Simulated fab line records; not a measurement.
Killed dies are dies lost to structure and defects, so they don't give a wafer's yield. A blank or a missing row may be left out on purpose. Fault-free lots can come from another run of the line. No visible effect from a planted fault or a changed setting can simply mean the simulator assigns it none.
fab line records	flow sky130
record: lots: 5	wafers: 15	last-day: 50
route steps=708 shown METAL3@561 VIA3@573
lots that met no fault: taken from a fault-free run of the same line
start-h: start of the lot's first displayed wafer, in hours after the record's first day	wait-h: hours since the lot's step before	" unchanged from the row above	L1.1+2: several wafers, shown together as one row	- no value, or no start was given	* or withheld: withheld	< > ~ a bound
route shown NAME@n: names a module that has steps shown in the file, with the first one's number in the route	usual: average and standard deviation across the fault-free wafers	same: alike in all rows	chamber/n: place in a boat	sites: the reading at each site	_std_site: the values' standard deviation	_edge_site: outer sites' mean less inner sites'	radius-mm: for every site, how far away it sits from the centre of the wafer	mask NAME#n: copy n	behind: tool/chamber where the wafer was last shaped	hold: why the lot went on hold/how many hours it stayed there/how the hold came to an end	device: the n, p or np transistor that did not switch	end of line: the route-end tests of the same wafers	a step given without rows: its recipe and nothing more	killed: dies lost to structure and defects at the first sort, not the wafer's yield	map: per-die view of a wafer (x killed, . not killed, _ where there is no die)
set.NAME: the setting that was run; set.NAME@STEP: the one run at that earlier step	model.NAME: the simulator's own value behind a step, which no gauge read
lots at some steps of the route; a table a step, a row a wafer
services: from which hour (start-h, from the record's first day; less than 0 if before it) a tool's chamber was out of use, for how many hours, and why
== steps ==
step: SKY_METAL3_PEB_11
recipe: peb-temp-c: withheld	peb-time-s: withheld	resist: KrF-thick
step: SKY_METAL3_DEVELOP_12
recipe: develop-time-s: 60	resist: KrF-thick	dev-temp-c: 21
step: SKY_METAL3_CD_MEAS_13
recipe: target-cd-nm: 300
usual: cd-nm: 300.1/1.4
lot.wafer	tool	chamber	start-h	wait-h	cd-nm
L687.2	cd-sem-02	-	915.18	-	299.5
L687.4	"	-	"	"	298.2
L687.6	"	-	"	"	298.5
L692.2	cd-sem-02	-	951.51	-	300.1
L692.3	"	-	"	"	300.7
L692.6	"	-	"	"	301.0
L699.1	cd-sem-02	-	998.34	-	296.7
L699.2	"	-	"	"	296.7
L699.5	"	-	"	"	295.6
L704.1	cd-sem-01	-	1029.34	-	299.6
L704.4	"	-	"	"	300.7
L704.6	"	-	"	"	301.2
L708.4	cd-sem-01	-	1052.92	-	300.7
L708.5	"	-	"	"	300.9
L708.6	"	-	"	"	300.0
step: SKY_METAL3_OVL_MEAS_14
usual: METAL3_OVL: 0/5.7
lot.wafer	tool	chamber	start-h	wait-h	METAL3_OVL[nm]
L687.2	overlay-02	-	915.28	0.1	-6
L687.4	"	-	"	"	-6
L687.6	"	-	"	"	-5
L692.2	overlay-02	-	951.62	0.1	3
L692.3	"	-	"	"	4
L692.6	"	-	"	"	4
L699.1	overlay-01	-	998.46	0.1	6
L699.2	"	-	"	"	9
L699.5	"	-	"	"	6
L704.1	overlay-01	-	1029.46	0.1	10
L704.4	"	-	"	"	9
L704.6	"	-	"	"	14
L708.4	overlay-02	-	1053.00	0.1	3
L708.5	"	-	"	"	-5
L708.6	"	-	"	"	0
step: SKY_METAL3_DESCUM_15
recipe: chemistry: O2	source-power-w: 150	bias-power-w: 0	pressure-mtorr: 10	temp-c: 40	time-s: 8
usual: drypump-motor-current-A: 5.9/0.48	he-backside-leak-sccm: 3.3/0.35	oes-product-au: 1.008/0.0083
lot.wafer	tool	chamber	start-h	wait-h	drypump-motor-current-A	he-backside-leak-sccm	oes-product-au	rf-hours-counter-h
L687.2	rie-metal-01	1	915.31	0.0	6.7	3.6	1.008	9
L687.4	"	1	"	"	6.6	3.3	1.019	-
L687.6	"	0	"	"	5.6	3.3	1.004	-
L692.2	rie-metal-03	1	951.65	0.0	6.5	3.1	0.993	0
L692.3	"	1	"	"	6.5	3.2	0.995	-
L692.6	"	0	"	"	5.6	3.7	1.006	-
L699.1	rie-metal-01	0	998.50	0.0	5.6	3.4	1.006	9
L699.2	"	1	"	"	6.7	3.4	0.999	13
L699.5	"	1	"	"	6.6	3.4	0.999	-
L704.1	rie-metal-02	0	1029.50	0.0	5.3	3.1	1.018	6
L704.4	"	0	"	"	5.3	3.1	1.014	-
L704.6	"	0	"	"	5.3	3.0	1.023	-
L708.4	rie-metal-02	0	1053.05	0.0	5.3	3.2	1.024	-
L708.5	"	0	"	"	5.3	3.0	1.027	-
L708.6	"	0	"	"	5.3	3.1	1.027	-
step: SKY_METAL3_ETCH_16
recipe: chemistry: N2/H2	target: BARC	ion-energy-ev: 200	bias-w: 100	pressure-mtorr: 30	n2-flow-sccm: 100	h2-flow-sccm: 200	icp-w: 500	stop-on: SiO2	time-s: 88.2	target-depth-a: 600
usual: drypump-motor-current-A: 5.9/0.48	h2-flow-sccm: 200.0/0.54	he-backside-leak-sccm: 3.32/0.29	oes-product-au: 0.626/0.0047	throttle-valve-pct: 13.205/0.0083
lot.wafer	tool	chamber	start-h	wait-h	drypump-motor-current-A	h2-flow-sccm	he-backside-leak-sccm	oes-product-au	rf-hours-counter-h	throttle-valve-pct
L687.2	rie-metal-01	1	915.35	0.0	6.6	200.2	3.48	0.629	9	13.213
L687.4	"	1	"	"	6.6	199.5	3.52	0.635	-	13.207
L687.6	"	0	"	"	5.6	200.1	3.29	0.632	-	13.200
L692.2	rie-metal-03	1	951.68	0.0	6.5	200.4	3.17	0.623	0	13.205
L692.3	"	1	"	"	6.5	200.3	3.05	0.620	-	13.221
L692.6	"	0	"	"	5.7	199.4	3.70	0.621	-	13.198
L699.1	rie-metal-01	0	998.53	0.0	5.6	200.9	3.19	0.632	9	13.200
L699.2	"	1	"	"	6.7	199.4	3.44	0.625	13	13.193
L699.5	"	1	"	"	6.7	200.3	3.56	0.634	-	13.215
L704.1	rie-metal-02	0	1029.56	0.1	5.3	199.7	3.05	0.626	6	13.207
L704.4	"	0	"	"	5.3	200.5	3.13	0.627	-	13.212
L704.6	"	0	"	"	5.3	199.9	2.93	0.628	-	13.192
L708.4	rie-metal-02	0	1053.18	0.1	5.3	199.7	3.09	0.626	-	13.199
L708.5	"	0	"	"	5.3	200.9	3.07	0.624	-	13.207
L708.6	"	0	"	"	5.3	200.0	3.14	0.628	-	13.192
step: SKY_METAL3_ETCH_17
recipe: target: SiO2	stop-on: TiN	chemistry: C4F8/O2/Ar	source-w: 1500	bias-w: 1200	pressure-mtorr: 40	c4f8-flow-sccm: withheld	O2_flow_sccm: 6	Ar_flow_sccm: 300	time-s: 3.9	target-depth-a: 150
usual: oes-product-au: 0.753/0.0063
lot.wafer	tool	chamber	start-h	wait-h	oes-product-au	rf-hours-counter-h
L687.2	rie-diel-02	3	915.44	0.1	0.757	20
L687.4	"	0	"	"	0.754	23
L687.6	"	1	"	"	0.749	-
L692.2	rie-diel-03	1	951.78	0.1	0.758	21
L692.3	"	3	"	"	0.757	3
L692.6	"	0	"	"	0.760	-
L699.1	rie-diel-04	0	998.63	0.1	0.746	11
L699.2	"	2	"	"	0.755	2
L699.5	"	1	"	"	0.759	-
L704.1	rie-diel-02	3	1029.76	0.2	0.760	24
L704.4	"	0	"	"	0.752	27
L704.6	"	2	"	"	0.755	-
L708.4	rie-diel-03	0	1053.28	0.1	0.749	17
L708.5	"	0	"	"	0.750	-
L708.6	"	3	"	"	0.754	-
step: SKY_METAL3_METAL_ETCH_18
recipe: target-depth-a: 8450	stop-on: SiO2	over-etch-frac: 0.3	time-s: 183.1	chemistry: Cl2/BCl3	resist-sidewall-deg: 88	pressure-mtorr: 10	icp-w: 900	bias-w: 48.5	Cl2_flow_sccm: 60	bcl3-flow-sccm: 30
step: SKY_METAL3_STRIP_19
recipe: chemistry: O2/N2	power-w: 1400	pressure-mtorr: 1500	platen-temp-c: withheld	o2-flow-sccm: 3000	n2-flow-sccm: 300	overash-fraction: 0.5
usual: drypump-motor-current-A: 5.9/0.49	oes-product-au: 0.499/0.0054	strip-time-to-endpoint-s: 6.45/0.075
same: overash-fraction: 0.5
lot.wafer	tool	chamber	start-h	wait-h	drypump-motor-current-A	oes-product-au	rf-hours-counter-h	strip-time-to-endpoint-s
L687.2	plasma-asher-04	0	915.64	0.1	5.1	0.505	103	6.59
L687.4	"	1	"	"	5.7	0.496	-	6.38
L687.6	"	1	"	"	5.7	0.488	-	6.39
L692.2	plasma-asher-04	0	951.98	0.1	5.1	0.508	106	6.44
L692.3	"	1	"	"	5.7	0.496	-	6.52
L692.6	"	0	"	"	5.1	0.489	-	6.44
L699.1	plasma-asher-02	0	998.83	0.1	6.3	0.492	25	6.41
L699.2	"	1	"	"	6.4	0.501	25	6.35
L699.5	"	0	"	"	6.3	0.492	-	6.32
L704.1	plasma-asher-02	0	1029.96	0.1	6.3	0.501	28	6.45
L704.4	"	1	"	"	6.4	0.501	-	6.47
L704.6	"	1	"	"	6.5	0.500	-	6.52
L708.4	plasma-asher-03	0	1053.51	0.1	5.3	0.497	-	6.31
L708.5	"	0	"	"	5.3	0.500	-	6.49
L708.6	"	1	"	"	5.7	0.496	-	6.31
step: SKY_METAL3_STRIP_20
recipe: chemistry: post-etch-residue-remover	time-s: 1200	temp-c: 72.5
step: SKY_METAL3_CLEAN_21
recipe: chemistry: IPA	time-s: 180	temp-c: 25
step: SKY_METAL3_CLEAN_22
recipe: chemistry: O3/DIW	dry: n2-spin
step: SKY_VIA3_HDPCVD_00
recipe: material: SiO2	target-thk-nm: 1635	sigma-open-frac: 0.3	time-s: 272.5	temp-c: 400	sih4-flow-sccm: 60	pressure-mtorr: 6
lot.wafer	tool	chamber	start-h	wait-h	model.SiO2_of_VIA3_HDPCVD_00.thk-nm
L687.2	hdpcvd-02	2	916.27	0.0	1602
L687.4	"	1	"	"	1632
L687.6	"	0	"	"	1620
L692.2	hdpcvd-01	2	952.60	0.0	1637
L692.3	"	0	"	"	1617
L692.6	"	0	"	"	1636
L699.1	hdpcvd-01	2	999.42	0.0	2993
L699.2	"	0	"	"	1615
L699.5	"	2	"	"	1628
L704.1	hdpcvd-02	0	1030.59	0.0	1611
L704.4	"	0	"	"	1619
L704.6	"	2	"	"	1593
L708.4	hdpcvd-02	2	1054.15	0.1	1601
L708.5	"	0	"	"	1605
L708.6	"	1	"	"	1632
step: SKY_VIA3_THK_MEAS_01
recipe: reads: SiO2_of_VIA3_HDPCVD_00
usual: VIA3_HDPCVD_THK: 1624/19
lot.wafer	tool	chamber	start-h	wait-h	VIA3_HDPCVD_THK[nm]
L687.2	film-metro-04	-	916.45	0.1	1604
L687.4	"	-	"	"	1633
L687.6	"	-	"	"	1620
L692.2	film-metro-04	-	952.78	0.1	1637
L692.3	"	-	"	"	1617
L692.6	"	-	"	"	1637
L699.1	film-metro-03	-	999.59	0.1	2992
L699.2	"	-	"	"	1615
L699.5	"	-	"	"	1629
L704.1	film-metro-04	-	1030.76	0.1	1612
L704.4	"	-	"	"	1620
L704.6	"	-	"	"	1593
L708.4	film-metro-02	-	1054.26	0.0	1601
L708.5	"	-	"	"	1604
L708.6	"	-	"	"	1631
step: SKY_VIA3_CMP_02
recipe: material: SiO2	down-force-psi: 4	platen-rpm: 60	pad-velocity-m-s: 0.94248
usual: head-pressure-psi: 4.000/0.0082	motor-current-A: 12.7/1.2
lot.wafer	tool	chamber	start-h	wait-h	head-pressure-psi	motor-current-A
L687.2	cmp-01	3	916.50	0.0	4.002	12.8
L687.4	"	1	"	"	3.981	12.7
L687.6	"	3	"	"	4.003	13.4
L692.2	cmp-02	2	952.83	0.0	3.996	12.1
L692.3	"	1	"	"	3.998	13.2
L692.6	"	2	"	"	4.014	12.7
L699.2	cmp-01	1	999.65	0.0	3.995	14.0
L699.1	"	0	"	"	3.997	11.8
L699.5	"	1	"	"	3.999	13.2
L704.1	cmp-02	3	1030.87	0.1	4.001	11.2
L704.4	"	1	"	"	4.001	12.5
L704.6	"	2	"	"	4.002	12.1
L708.4	cmp-02	3	1054.29	0.0	3.999	11.0
L708.5	"	3	"	"	4.001	10.4
L708.6	"	0	"	"	3.996	14.5
== services ==
tool	chamber	start-h	hours	kind
cmp-02	-	891.69	0.5	repair
hdpcvd-01	-	896.58	6.0	pm
hdpcvd-01	2	906.43	4.3	repair
cmp-02	-	912.00	4.0	pm
cmp-01	-	913.18	1.4	repair
rie-metal-02	0	919.67	-	clean
rie-metal-02	0	919.67	19.6	scheduled-down
rie-diel-04	0	925.82	8.5	repair
rie-diel-02	1	929.42	10.0	repair
rie-metal-01	-	931.16	4.3	pm
hdpcvd-02	-	950.25	15.0	pm
plasma-asher-03	-	950.35	3.7	repair
hdpcvd-02	-	953.42	0.8	repair
cmp-02	-	960.89	23.7	pm
rie-diel-02	0	981.71	9.3	repair
hdpcvd-02	-	981.87	1.5	repair
cmp-02	-	991.10	9.3	repair
plasma-asher-02	-	1001.97	5.1	repair
rie-diel-04	1	1007.97	4.5	repair
cmp-02	-	1010.09	7.9	pm
rie-metal-02	1	1020.23	7.6	repair
rie-diel-03	-	1028.48	14.6	pm
rie-diel-04	2	1037.73	9.1	repair
rie-diel-04	1	1045.96	9.5	repair
== key ==
first-sign: step: SKY_VIA3_THK_MEAS_01	reading: VIA3_HDPCVD_THK	direction: up	sigmas: 73	usual: 1624	struck: 2992
effect none on later readings
model-effect: step: SKY_VIA3_HDPCVD_00	value: SiO2_of_VIA3_HDPCVD_00.thk-nm	without: 1617	struck: 2993
met-at SKY_VIA3_HDPCVD_00
struck-wafers L699.1
onset-between 952.60 999.42
fault: kind: process-parameter-drift	tool: hdpcvd-01	chamber: -	onset-h: 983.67	steps: SKY_VIA3_HDPCVD_00	channel: target-thk-nm	offset: 1375.3	shape: step	end-h: 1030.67	scope: struck-wafers-only	acts-in: these-recipes-only	stated: 1635
